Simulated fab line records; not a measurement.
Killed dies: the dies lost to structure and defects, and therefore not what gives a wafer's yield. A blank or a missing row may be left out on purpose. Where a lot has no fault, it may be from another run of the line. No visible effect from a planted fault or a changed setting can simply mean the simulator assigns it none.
Which tool was responsible? || flow sky130 || 12 lots (36 wafers sampled), 1 step of a 708-step route

## WHAT THE GAUGES SHOWED, per wafer
SKY_SONOS_TUNNEL_TW_MEAS_12.
{"lot": "L075", "measured": "day 11 17:48", "on": "film_metro-03", "SONOS_TUNNEL_TW": "195.7 196.0 196.3"}
{"lot": "L077", "measured": "day 13 04:14", "on": "film_metro-03", "SONOS_TUNNEL_TW": "197.8 197.5 198.0"}
{"lot": "L080", "measured": "day 14 08:54", "on": "film_metro-01", "SONOS_TUNNEL_TW": "198.9 198.9 197.9"}
{"lot": "L081", "measured": "day 14 18:13", "on": "film_metro-01", "SONOS_TUNNEL_TW": "199.5 198.5 198.6"}
{"lot": "L083", "measured": "day 14 21:46", "on": "film_metro-03", "SONOS_TUNNEL_TW": "195.4 195.2 195.8"}
{"lot": "L085", "measured": "day 15 02:34", "on": "film_metro-01", "SONOS_TUNNEL_TW": "198.6 199.3 198.3"}
{"lot": "L086", "measured": "day 16 01:38", "on": "film_metro-01", "SONOS_TUNNEL_TW": "199.1 199.5 198.8"}
{"lot": "L089", "measured": "day 16 20:14", "on": "film_metro-03", "SONOS_TUNNEL_TW": "197.8 197.8 198.0"}
{"lot": "L091", "measured": "day 17 08:30", "on": "film_metro-03", "SONOS_TUNNEL_TW": "196.9 196.1 195.4"}
{"lot": "L093", "measured": "day 17 23:03", "on": "film_metro-01", "SONOS_TUNNEL_TW": "200.9 201.0 200.0"}
{"lot": "L095", "measured": "day 18 23:35", "on": "film_metro-01", "SONOS_TUNNEL_TW": "200.5 201.0 200.4"}
{"lot": "L097", "measured": "day 19 07:14", "on": "film_metro-04", "SONOS_TUNNEL_TW": "198.6 200.7 199.4"}

## WHAT TOOL EACH LOT RAN ON (gives the tool, then ch and the chambers of the sampled wafers, and finally the start)
Record: no process step prior to these readings.

## THE ANSWER, worked out from the rows above alone
Rule: what is usual is taken from the lots themselves. The widest of any qualifying gaps counts: lots, ordered by their means at a reading, are off when they make up no more than a third of the lots, leave a main group of 4 or more, and stand apart from it by 3 or more times the standard deviation of that group's means. A main group is skipped when, at the precision printed for the reading in the tables above, its means are all equal. Also off: a lot with no number at a reading for which 4 or more lots have one. All remaining lots with rows at the step are treated as sound.
Nothing can be told from this: no lot is off at any reading shown.

## WHAT THE SIMULATOR HAD INSERTED
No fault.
